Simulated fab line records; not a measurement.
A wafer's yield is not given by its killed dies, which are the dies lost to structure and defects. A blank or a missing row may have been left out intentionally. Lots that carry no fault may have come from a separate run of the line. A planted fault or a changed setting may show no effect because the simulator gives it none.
fab line records	flow sky130
[record] lots = 24	wafers = 72	last-day = 50
route steps=708 shown SPACER@306 SD_P@359 LI_CONTACT@363 CONTACT@431 CAPM@551 VIA3@576
lots with no fault: from the same line, run without faults
start-h: hours from the record's opening day to when the first of the lot's shown wafers began	wait-h: hours since the lot's step before	" repeats the value in the row above	L1.1+2: one row covering several wafers at once	- no value present, or no start provided	* or withheld: withheld	< > ~ a bound
route shown NAME@n: names a module that has steps shown in the file, with the first one's number in the route	usual: average and standard deviation across the fault-free wafers	same: alike in all rows	chamber/n: place in a boat	sites: readings site by site	_std_site: their standard deviation	_edge_site: mean of outer sites minus mean of inner sites	radius-mm: for every site, how far away it sits from the centre of the wafer	mask NAME#n: copy n	behind: the tool/chamber that last shaped the wafer	hold: why the lot went on hold/how many hours it stayed there/how the hold came to an end	device: the transistor (n, p or np) that didn't switch	end of line: the tests these same wafers got at the end of their route	a step given without rows: its recipe and nothing more	killed: count of dies lost to structure and defects at first sort (not the wafer's yield)	map: a wafer's dies, x killed, . not, _ none there
set.NAME: the setting the step ran with; set.NAME@STEP: the setting that earlier step ran with	model.NAME: the simulator's own value behind a step, which no gauge read
steps of the route over a sample of lots; a table a step, a row a wafer
services: from which hour (start-h, from the record's first day; less than 0 if before it) a tool's chamber was out of use, for how many hours, and why
[[steps]]
[step SKY_SPACER_ETCHBACK_02]
[recipe] chemistry = CH3F/O2	target = Si3N4	stop-on = SiO2	source-w = 400	bias-w = 80	pressure-mtorr = 25	ch3f-flow-sccm = 40	O2_flow_sccm = 30	time-s = 46.7	target-depth-a = 450
[usual] ch3f-flow-sccm = 40.02/0.13	drypump-motor-current-A = 5.9/0.35	oes-product-au = 0.852/0.0059	throttle-valve-pct = 10.561/0.009
lot.wafer	tool	chamber	start-h	wait-h	ch3f-flow-sccm	drypump-motor-current-A	oes-product-au	rf-hours-counter-h	throttle-valve-pct
L074.2	rie-diel-01	0	518.11	0.0	40.25	6.0	0.858	65	10.561
L074.3	"	1	"	"	40.03	6.6	0.860	88	10.547
L074.5	"	1	"	"	40.06	6.6	0.862	-	10.565
L076.1	rie-diel-01	0	548.44	0.1	40.15	6.0	0.847	65	10.555
L076.2	"	1	"	"	40.21	6.6	0.841	0	10.555
L076.4	"	2	"	"	40.00	5.6	0.851	12	10.562
L075.1	rie-diel-02	0	551.00	0.1	40.10	6.1	0.857	2	10.550
L075.5	"	0	"	"	40.00	6.1	0.857	-	10.565
L075.6	"	3	"	"	39.89	5.6	0.861	-	10.552
L077.2	rie-diel-01	0	556.34	0.0	39.99	6.0	0.860	65	10.549
L077.4	"	2	"	"	39.92	5.6	0.853	12	10.559
L077.5	"	1	"	"	39.88	6.6	0.850	-	10.569
L078.1	rie-diel-02	1	557.55	0.1	40.18	5.7	0.853	4	10.559
L078.2	"	2	"	"	40.16	5.5	0.853	79	10.567
L078.5	"	0	"	"	39.89	6.1	0.849	-	10.553
L079.1	rie-diel-04	3	573.13	0.1	40.15	5.9	0.858	52	10.560
L079.4	"	1	"	"	39.99	5.7	0.853	12	10.564
L079.6	"	1	"	"	40.02	5.7	0.852	-	10.563
L080.1	rie-diel-01	2	585.64	0.1	39.98	5.6	0.850	12	10.559
L080.4	"	0	"	"	40.04	6.0	0.840	66	10.569
L080.6	"	0	"	"	40.03	6.0	0.860	-	10.556
L081.2	rie-diel-02	3	594.11	0.0	39.94	5.5	0.855	5	10.551
L081.4	"	2	"	"	40.00	5.4	0.847	0	10.565
L081.5	"	2	"	"	40.17	5.5	0.851	-	10.541
L082.2	rie-diel-01	2	600.12	0.0	40.02	5.6	0.846	13	10.572
L082.5	"	0	"	"	39.94	6.0	0.851	-	10.566
L082.6	"	1	"	"	40.02	6.6	0.857	-	10.565
L083.2	rie-diel-04	1	612.84	0.0	39.96	5.7	0.856	13	10.561
L083.4	"	3	"	"	39.87	5.9	0.846	53	10.561
L083.6	"	3	"	"	39.87	5.9	0.852	-	10.569
L084.1	rie-diel-01	2	619.12	0.1	39.95	5.6	0.853	13	10.571
L084.3	"	3	"	"	40.15	6.0	0.853	2	10.565
L084.4	"	1	"	"	39.88	6.6	0.841	1	10.555
L085.3	rie-diel-04	1	633.52	0.0	40.07	5.7	0.851	13	10.564
L085.5	"	1	"	"	39.97	5.7	0.850	-	10.571
L085.6	"	2	"	"	39.95	5.6	0.849	-	10.570
L086.3	rie-diel-01	1	641.18	0.0	40.29	6.6	0.847	2	10.546
L086.4	"	2	"	"	39.95	5.6	0.856	-	10.573
L086.5	"	1	"	"	40.18	6.6	0.857	-	10.562
L087.1	rie-diel-04	2	643.96	0.1	40.04	5.6	0.850	2	10.550
L087.2	"	1	"	"	40.12	5.7	0.844	13	10.556
L087.5	"	2	"	"	39.94	5.7	0.852	-	10.564
L088.1	rie-diel-04	2	651.55	0.1	40.22	5.6	0.844	2	10.557
L088.4	"	3	"	"	40.13	5.9	0.848	-	10.559
L088.6	"	1	"	"	40.14	5.7	0.845	-	10.573
L089.1	rie-diel-01	1	654.11	0.1	39.98	6.6	0.852	2	10.554
L089.2	"	2	"	"	39.92	5.6	0.854	14	10.540
L089.3	"	3	"	"	40.19	6.0	0.851	2	10.552
L090.1	rie-diel-01	2	668.32	0.1	39.90	5.6	0.849	14	10.558
L090.4	"	3	"	"	40.13	6.0	0.856	3	10.573
L090.6	"	3	"	"	40.00	6.0	0.852	-	10.566
L092.1	rie-diel-02	0	677.78	0.1	39.99	6.1	0.846	4	10.574
L092.3	"	1	"	"	39.84	5.6	0.848	6	10.566
L092.6	"	2	"	"	39.93	5.4	0.846	-	10.583
L091.1	rie-diel-02	3	681.03	0.1	39.88	5.6	0.853	7	10.553
L091.2	"	1	"	"	39.75	5.6	0.855	6	10.571
L091.6	"	1	"	"	39.96	5.6	0.856	-	10.580
L093.1	rie-diel-01	1	700.27	0.1	40.06	6.6	0.857	4	10.562
L093.3	"	3	"	"	40.01	6.0	0.848	4	10.570
L093.6	"	0	"	"	39.94	6.0	0.854	-	10.558
L095.1	rie-diel-04	1	700.27	0.1	40.00	5.7	0.849	15	10.578
L095.4	"	2	"	"	40.05	5.6	0.844	-	10.572
L095.6	"	0	"	"	39.92	5.9	0.855	-	10.563
L094.1	rie-diel-01	1	709.00	0.1	39.88	6.6	0.863	4	10.560
L094.3	"	3	"	"	39.86	6.0	0.860	4	10.574
L094.5	"	3	"	"	39.80	5.9	0.862	-	10.563
L096.2	rie-diel-01	1	717.42	0.0	40.01	6.6	0.847	4	10.551
L096.5	"	1	"	"	40.17	6.6	0.850	-	10.553
L096.6	"	0	"	"	39.96	6.0	0.851	-	10.556
L097.2	rie-diel-01	0	721.03	0.0	40.03	6.0	0.851	2	10.562
L097.3	"	1	"	"	40.08	6.6	0.863	4	10.568
L097.4	"	2	"	"	40.18	5.6	0.857	16	10.576
[step SKY_SD_N_RS_MEAS_17]
[recipe] thk-meas-gauge = four-point-probe
[usual] SD_P_RS = 147.1/0.42
lot.wafer	tool	chamber	start-h	wait-h	SD_P_RS[ohm/sq]
L074.2	film-metro-03	-	640.86	0.1	147.3
L074.3	"	-	"	"	147.1
L074.5	"	-	"	"	147.2
L076.1	film-metro-01	-	666.08	0.1	147.3
L076.2	"	-	"	"	147.6
L076.4	"	-	"	"	147.8
L075.1	film-metro-01	-	668.98	0.1	147.3
L075.5	"	-	"	"	147.1
L075.6	"	-	"	"	146.9
L077.2	film-metro-02	-	673.81	0.1	148.1
L077.4	"	-	"	"	147.3
L077.5	"	-	"	"	147.5
L078.1	film-metro-02	-	674.60	0.1	147.6
L078.2	"	-	"	"	147.2
L078.5	"	-	"	"	147.7
L079.1	film-metro-02	-	689.88	0.1	146.5
L079.4	"	-	"	"	146.4
L079.6	"	-	"	"	146.4
L080.1	film-metro-03	-	701.54	0.1	146.7
L080.4	"	-	"	"	147.2
L080.6	"	-	"	"	146.4
L081.2	film-metro-02	-	708.81	0.1	146.8
L081.4	"	-	"	"	146.8
L081.5	"	-	"	"	146.9
L082.2	film-metro-01	-	714.66	0.1	147.3
L082.5	"	-	"	"	147.3
L082.6	"	-	"	"	146.9
L083.2	film-metro-03	-	727.42	0.1	146.3
L083.4	"	-	"	"	146.7
L083.6	"	-	"	"	146.8
L084.1	film-metro-03	-	733.18	0.1	146.8
L084.3	"	-	"	"	146.4
L084.4	"	-	"	"	146.4
L085.3	film-metro-01	-	747.05	0.1	147.4
L085.5	"	-	"	"	147.4
L085.6	"	-	"	"	147.0
L086.3	film-metro-03	-	754.68	0.1	146.8
L086.4	"	-	"	"	146.8
L086.5	"	-	"	"	147.1
L087.1	film-metro-01	-	756.71	0.1	147.1
L087.2	"	-	"	"	146.9
L087.5	"	-	"	"	147.4
L088.1	film-metro-01	-	764.11	0.1	147.9
L088.4	"	-	"	"	147.9
L088.6	"	-	"	"	147.3
L089.1	film-metro-03	-	767.44	0.1	147.1
L089.2	"	-	"	"	147.4
L089.3	"	-	"	"	147.1
L090.1	film-metro-02	-	778.66	0.1	147.3
L090.4	"	-	"	"	147.2
L090.6	"	-	"	"	147.3
L092.1	film-metro-03	-	787.74	0.1	146.3
L092.3	"	-	"	"	146.6
L092.6	"	-	"	"	146.8
L091.1	film-metro-03	-	792.23	0.1	147.1
L091.2	"	-	"	"	146.8
L091.6	"	-	"	"	147.0
L093.1	film-metro-02	-	808.04	0.1	147.0
L093.3	"	-	"	"	146.8
L093.6	"	-	"	"	146.5
L095.1	film-metro-03	-	808.89	0.1	147.8
L095.4	"	-	"	"	147.2
L095.6	"	-	"	"	147.7
L094.1	film-metro-03	-	818.28	0.1	147.1
L094.3	"	-	"	"	146.8
L094.5	"	-	"	"	146.7
L096.2	film-metro-03	-	824.70	0.1	147.4
L096.5	"	-	"	"	147.5
L096.6	"	-	"	"	147.1
L097.2	film-metro-03	-	828.15	0.1	147.1
L097.3	"	-	"	"	147.0
L097.4	"	-	"	"	146.9
[step SKY_LI_CONTACT_THK_MEAS_01]
[recipe] reads = PSG_of_LI_CONTACT_HDPCVD_00
[usual] LI_CONTACT_HDPCVD_THK = 930/12
lot.wafer	tool	chamber	start-h	wait-h	LI_CONTACT_HDPCVD_THK[nm]
L074.2	film-metro-03	-	641.20	0.1	946
L074.3	"	-	"	"	943
L074.5	"	-	"	"	937
L076.1	film-metro-03	-	666.44	0.1	944
L076.2	"	-	"	"	946
L076.4	"	-	"	"	945
L075.1	film-metro-03	-	669.34	0.1	917
L075.5	"	-	"	"	903
L075.6	"	-	"	"	918
L077.2	film-metro-01	-	674.16	0.1	944
L077.4	"	-	"	"	931
L077.5	"	-	"	"	933
L078.1	film-metro-02	-	674.96	0.1	932
L078.2	"	-	"	"	911
L078.5	"	-	"	"	928
L079.1	film-metro-01	-	690.26	0.1	914
L079.4	"	-	"	"	930
L079.6	"	-	"	"	918
L080.1	film-metro-02	-	701.90	0.1	918
L080.4	"	-	"	"	920
L080.6	"	-	"	"	911
L081.2	film-metro-01	-	709.16	0.1	916
L081.4	"	-	"	"	912
L081.5	"	-	"	"	915
L082.2	film-metro-03	-	715.01	0.1	953
L082.5	"	-	"	"	940
L082.6	"	-	"	"	953
L083.2	film-metro-01	-	727.77	0.1	926
L083.4	"	-	"	"	918
L083.6	"	-	"	"	933
L084.1	film-metro-01	-	733.54	0.1	927
L084.3	"	-	"	"	923
L084.4	"	-	"	"	933
L085.3	film-metro-03	-	747.39	0.1	951
L085.5	"	-	"	"	949
L085.6	"	-	"	"	937
L086.3	film-metro-02	-	755.01	0.1	921
L086.4	"	-	"	"	922
L086.5	"	-	"	"	925
L087.1	film-metro-02	-	757.07	0.1	925
L087.2	"	-	"	"	922
L087.5	"	-	"	"	919
L088.1	film-metro-02	-	764.47	0.1	938
L088.4	"	-	"	"	929
L088.6	"	-	"	"	949
L089.1	film-metro-02	-	767.80	0.1	929
L089.2	"	-	"	"	922
L089.3	"	-	"	"	935
L090.1	film-metro-03	-	779.07	0.1	927
L090.4	"	-	"	"	933
L090.6	"	-	"	"	925
L092.1	film-metro-03	-	788.10	0.1	933
L092.3	"	-	"	"	936
L092.6	"	-	"	"	928
L091.1	film-metro-02	-	792.60	0.1	929
L091.2	"	-	"	"	929
L091.6	"	-	"	"	920
L093.1	film-metro-03	-	808.39	0.1	945
L093.3	"	-	"	"	935
L093.6	"	-	"	"	932
L095.1	film-metro-02	-	809.25	0.1	915
L095.4	"	-	"	"	923
L095.6	"	-	"	"	912
L094.1	film-metro-02	-	818.64	0.1	929
L094.3	"	-	"	"	931
L094.5	"	-	"	"	925
L096.2	film-metro-01	-	825.07	0.1	917
L096.5	"	-	"	"	921
L096.6	"	-	"	"	923
L097.2	film-metro-01	-	828.52	0.1	934
L097.3	"	-	"	"	922
L097.4	"	-	"	"	945
[step SKY_CONTACT_RS_MEAS_25]
[recipe] thk-meas-gauge = four-point-probe	reads = W_of_CONTACT_CVD_24+TiN_of_CONTACT_SPUTTER_23
[usual] CONTACT_W_RS = 0.336/0.0041
lot.wafer	tool	chamber	start-h	wait-h	CONTACT_W_RS[ohm/sq]
L074.2	film-metro-03	-	730.81	0.1	0.338
L074.3	"	-	"	"	0.338
L074.5	"	-	"	"	0.343
L076.1	film-metro-03	-	753.78	0.1	0.335
L076.2	"	-	"	"	0.329
L076.4	"	-	"	"	0.337
L075.1	film-metro-02	-	756.73	0.1	0.338
L075.5	"	-	"	"	0.330
L075.6	"	-	"	"	0.338
L077.2	film-metro-04	-	760.38	0.1	0.338
L077.4	"	-	"	"	0.333
L077.5	"	-	"	"	0.332
L078.1	film-metro-02	-	761.95	0.1	0.337
L078.2	"	-	"	"	0.333
L078.5	"	-	"	"	0.335
L079.1	film-metro-04	-	776.91	0.1	0.335
L079.4	"	-	"	"	0.335
L079.6	"	-	"	"	0.344
L080.1	film-metro-04	-	787.78	0.1	0.338
L080.4	"	-	"	"	0.339
L080.6	"	-	"	"	0.338
L081.2	film-metro-02	-	794.54	0.1	0.337
L081.4	"	-	"	"	0.333
L081.5	"	-	"	"	0.341
L082.2	film-metro-03	-	799.88	0.1	0.336
L082.5	"	-	"	"	0.344
L082.6	"	-	"	"	0.339
L083.2	film-metro-02	-	812.75	0.1	0.336
L083.4	"	-	"	"	0.329
L083.6	"	-	"	"	0.330
L084.1	film-metro-04	-	818.30	0.2	0.338
L084.3	"	-	"	"	0.338
L084.4	"	-	"	"	0.335
L085.3	film-metro-04	-	831.37	0.1	0.334
L085.5	"	-	"	"	0.337
L085.6	"	-	"	"	0.334
L086.3	film-metro-02	-	839.63	0.1	0.338
L086.4	"	-	"	"	0.347
L086.5	"	-	"	"	0.343
L087.1	film-metro-03	-	840.86	0.1	0.334
L087.2	"	-	"	"	0.331
L087.5	"	-	"	"	0.332
L088.1	film-metro-03	-	849.31	0.1	0.338
L088.4	"	-	"	"	0.336
L088.6	"	-	"	"	0.338
L089.1	film-metro-04	-	851.70	0.1	0.337
L089.2	"	-	"	"	0.328
L089.3	"	-	"	"	0.332
L090.1	film-metro-02	-	861.94	0.1	0.334
L090.4	"	-	"	"	0.330
L090.6	"	-	"	"	0.334
L092.1	film-metro-03	-	870.91	0.1	0.340
L092.3	"	-	"	"	0.337
L092.6	"	-	"	"	0.336
L091.1	film-metro-04	-	876.14	0.1	0.331
L091.2	"	-	"	"	0.330
L091.6	"	-	"	"	0.329
L093.1	film-metro-03	-	891.29	0.1	0.333
L093.3	"	-	"	"	0.334
L093.6	"	-	"	"	0.336
L095.1	film-metro-04	-	892.31	0.1	0.336
L095.4	"	-	"	"	0.334
L095.6	"	-	"	"	0.332
L094.1	film-metro-04	-	901.99	0.1	0.337
L094.3	"	-	"	"	0.335
L094.5	"	-	"	"	0.336
L096.2	film-metro-03	-	907.79	0.1	0.335
L096.5	"	-	"	"	0.331
L096.6	"	-	"	"	0.339
L097.2	film-metro-02	-	911.82	0.1	0.340
L097.3	"	-	"	"	0.335
L097.4	"	-	"	"	0.340
[step SKY_CAPM_STRIP_14]
[recipe] chemistry = O2/N2	power-w = 1400	pressure-mtorr = 1500	platen-temp-c = withheld	o2-flow-sccm = 3000	n2-flow-sccm = 300	overash-fraction = 0.5
[usual] drypump-motor-current-A = 5.6/0.4	oes-product-au = 0.710/0.0048	strip-time-to-endpoint-s = 12.67/0.054
lot.wafer	tool	chamber	start-h	wait-h	drypump-motor-current-A	oes-product-au	rf-hours-counter-h	strip-time-to-endpoint-s
L074.2	plasma-asher-04	1	869.27	0.1	5.1	0.713	14	12.72
L074.3	"	0	"	"	5.8	0.720	-	12.72
L074.5	"	1	"	"	5.1	0.715	-	12.65
L076.1	plasma-asher-04	1	889.59	0.1	5.1	0.702	16	12.64
L076.2	"	0	"	"	5.7	0.718	16	12.70
L076.4	"	0	"	"	5.8	0.703	-	12.67
L075.1	plasma-asher-04	1	896.34	0.1	5.1	0.711	16	12.60
L075.5	"	1	"	"	5.1	0.720	-	12.63
L075.6	"	0	"	"	5.8	0.707	-	12.62
L077.2	plasma-asher-01	1	899.47	0.1	6.3	0.714	46	12.68
L077.4	"	1	"	"	6.3	0.710	-	12.66
L077.5	"	0	"	"	5.3	0.714	-	12.63
L078.1	plasma-asher-04	0	899.77	0.1	5.8	0.714	16	12.63
L078.2	"	1	"	"	5.1	0.703	16	12.55
L078.5	"	1	"	"	5.1	0.712	-	12.63
L079.1	plasma-asher-02	0	913.77	0.1	5.9	0.700	76	12.64
L079.4	"	1	"	"	5.4	0.712	-	12.54
L079.6	"	0	"	"	5.9	0.707	-	12.59
L080.1	plasma-asher-01	1	924.79	0.1	6.3	0.712	49	12.68
L080.4	"	1	"	"	6.3	0.711	-	12.71
L080.6	"	0	"	"	5.3	0.700	-	12.71
L081.2	plasma-asher-04	1	931.07	0.1	5.1	0.718	20	12.68
L081.4	"	1	"	"	5.1	0.713	-	12.70
L081.5	"	1	"	"	5.1	0.706	-	12.74
L082.2	plasma-asher-04	0	936.77	0.1	5.8	0.710	20	12.65
L082.5	"	1	"	"	5.1	0.716	-	12.65
L082.6	"	0	"	"	5.8	0.706	-	12.72
L083.2	plasma-asher-01	1	948.22	0.1	6.3	0.709	51	12.57
L083.4	"	1	"	"	6.3	0.707	-	12.67
L083.6	"	0	"	"	5.3	0.707	-	12.65
L084.1	plasma-asher-02	0	955.15	0.1	5.9	0.714	81	12.63
L084.3	"	0	"	"	5.9	0.713	-	12.61
L084.4	"	1	"	"	5.3	0.707	-	12.65
L085.3	plasma-asher-04	1	964.82	0.1	5.1	0.710	-	12.67
L085.5	"	0	"	"	5.8	0.706	-	12.66
L085.6	"	1	"	"	5.1	0.712	-	12.61
L086.3	plasma-asher-02	0	972.77	0.1	5.9	0.716	-	12.66
L086.4	"	1	"	"	5.4	0.705	-	12.69
L086.5	"	0	"	"	5.9	0.710	-	12.69
L087.1	plasma-asher-04	0	973.04	0.1	5.8	0.712	24	12.78
L087.2	"	1	"	"	5.1	0.704	24	12.71
L087.5	"	0	"	"	5.8	0.712	-	12.74
L088.1	plasma-asher-01	0	980.94	0.1	5.3	0.700	52	12.66
L088.4	"	1	"	"	6.3	0.710	-	12.65
L088.6	"	0	"	"	5.3	0.707	-	12.70
L089.1	plasma-asher-01	0	983.74	0.1	5.3	0.712	52	12.75
L089.2	"	1	"	"	6.3	0.718	52	12.67
L089.3	"	0	"	"	5.3	0.711	-	12.65
L090.1	plasma-asher-04	1	994.42	0.1	5.1	0.708	26	12.54
L090.4	"	1	"	"	5.1	0.710	-	12.60
L090.6	"	1	"	"	5.1	0.707	-	12.56
L092.1	plasma-asher-02	0	1001.32	0.1	5.9	0.716	86	12.59
L092.3	"	1	"	"	5.3	0.708	-	12.61
L092.6	"	1	"	"	5.3	0.704	-	12.63
L091.1	plasma-asher-02	0	1006.82	0.1	5.9	0.716	86	12.68
L091.2	"	1	"	"	5.3	0.714	86	12.72
L091.6	"	1	"	"	5.3	0.708	-	12.67
L093.1	plasma-asher-02	0	1018.84	0.1	5.8	0.712	88	12.59
L093.3	"	0	"	"	5.9	0.704	-	12.62
L093.6	"	1	"	"	5.3	0.707	-	12.66
L095.1	plasma-asher-04	0	1021.04	0.1	5.8	0.709	29	12.67
L095.4	"	0	"	"	5.8	0.714	-	12.65
L095.6	"	1	"	"	5.1	0.708	-	12.62
L094.1	plasma-asher-04	0	1028.47	0.1	5.7	0.708	30	12.67
L094.3	"	0	"	"	5.8	0.707	-	12.68
L094.5	"	0	"	"	5.7	0.715	-	12.73
L096.2	plasma-asher-04	1	1035.11	0.1	5.1	0.710	30	12.66
L096.5	"	1	"	"	5.1	0.707	-	12.65
L096.6	"	0	"	"	5.8	0.705	-	12.67
L097.2	plasma-asher-04	1	1036.84	0.1	5.1	0.713	31	12.74
L097.3	"	1	"	"	5.1	0.721	-	12.76
L097.4	"	0	"	"	5.8	0.709	-	12.70
[step SKY_VIA3_BOW_MEAS_03]
[recipe] mode = bow
[usual] VIA3_BOW = 77/8.3
lot.wafer	tool	chamber	start-h	wait-h	VIA3_BOW[um]
L074.2	film-metro-02	-	897.04	0.1	74
L074.3	"	-	"	"	84
L074.5	"	-	"	"	73
L076.1	film-metro-02	-	917.11	0.2	76
L076.2	"	-	"	"	60
L076.4	"	-	"	"	76
L075.1	film-metro-02	-	923.56	0.1	84
L075.5	"	-	"	"	78
L075.6	"	-	"	"	95
L077.2	film-metro-02	-	926.50	0.3	67
L077.4	"	-	"	"	86
L077.5	"	-	"	"	83
L078.1	film-metro-03	-	926.88	0.2	90
L078.2	"	-	"	"	98
L078.5	"	-	"	"	85
L079.1	film-metro-03	-	941.36	0.2	80
L079.4	"	-	"	"	79
L079.6	"	-	"	"	73
L080.1	film-metro-01	-	951.96	0.1	72
L080.4	"	-	"	"	81
L080.6	"	-	"	"	78
L081.2	film-metro-02	-	957.83	0.2	72
L081.4	"	-	"	"	79
L081.5	"	-	"	"	82
L082.2	film-metro-01	-	963.09	0.2	82
L082.5	"	-	"	"	74
L082.6	"	-	"	"	79
L083.2	film-metro-01	-	973.61	0.1	74
L083.4	"	-	"	"	81
L083.6	"	-	"	"	75
L084.1	film-metro-01	-	981.58	0.1	80
L084.3	"	-	"	"	78
L084.4	"	-	"	"	75
L085.3	film-metro-03	-	990.43	0.2	95
L085.5	"	-	"	"	81
L085.6	"	-	"	"	71
L087.1	film-metro-02	-	999.39	0.1	80
L087.2	"	-	"	"	78
L087.5	"	-	"	"	80
L086.3	film-metro-01	-	999.73	0.3	84
L086.4	"	-	"	"	81
L086.5	"	-	"	"	78
L088.1	film-metro-02	-	1007.63	0.2	67
L088.4	"	-	"	"	56
L088.6	"	-	"	"	60
L089.1	film-metro-02	-	1009.75	0.2	77
L089.2	"	-	"	"	65
L089.3	"	-	"	"	71
L090.1	film-metro-01	-	1020.61	0.2	80
L090.4	"	-	"	"	71
L090.6	"	-	"	"	80
L092.1	film-metro-02	-	1026.95	0.2	86
L092.3	"	-	"	"	100
L092.6	"	-	"	"	81
L091.1	film-metro-03	-	1031.76	0.1	98
L091.2	"	-	"	"	102
L091.6	"	-	"	"	88
L093.1	film-metro-01	-	1042.98	0.2	69
L093.3	"	-	"	"	80
L093.6	"	-	"	"	71
L095.1	film-metro-02	-	1045.81	0.1	75
L095.4	"	-	"	"	72
L095.6	"	-	"	"	70
L094.1	film-metro-01	-	1052.66	0.2	78
L094.3	"	-	"	"	89
L094.5	"	-	"	"	67
L096.2	film-metro-03	-	1058.97	0.1	74
L096.5	"	-	"	"	73
L096.6	"	-	"	"	86
L097.2	film-metro-01	-	1061.55	0.1	69
L097.3	"	-	"	"	66
L097.4	"	-	"	"	65
[[services]]
tool	chamber	start-h	hours	kind
plasma-asher-04	-	513.51	4.3	pm
rie-diel-04	0	534.11	8.5	repair
plasma-asher-04	-	573.65	2.3	repair
rie-diel-04	1	579.90	9.7	repair
rie-diel-04	2	635.59	5.7	repair
rie-diel-04	3	637.04	13.6	repair
rie-diel-01	3	641.58	9.1	repair
rie-diel-04	0	645.73	7.8	repair
rie-diel-04	2	655.26	3.0	repair
plasma-asher-04	-	681.52	15.6	pm
rie-diel-01	-	694.35	2.2	repair
plasma-asher-04	-	701.37	1.6	repair
rie-diel-04	-	709.30	0.9	repair
rie-diel-04	-	717.02	1.3	repair
plasma-asher-04	-	733.75	9.0	pm
rie-diel-01	0	740.71	16.5	repair
rie-diel-01	1	752.20	6.7	repair
rie-diel-01	3	777.97	32.2	repair
rie-diel-04	3	782.44	11.2	repair
rie-diel-01	0	800.71	4.4	repair
rie-diel-01	-	827.40	2.8	pm
rie-diel-01	1	864.55	8.2	repair
rie-diel-01	-	908.82	0.8	repair
plasma-asher-04	-	939.07	6.7	pm
[[key]]
fault none
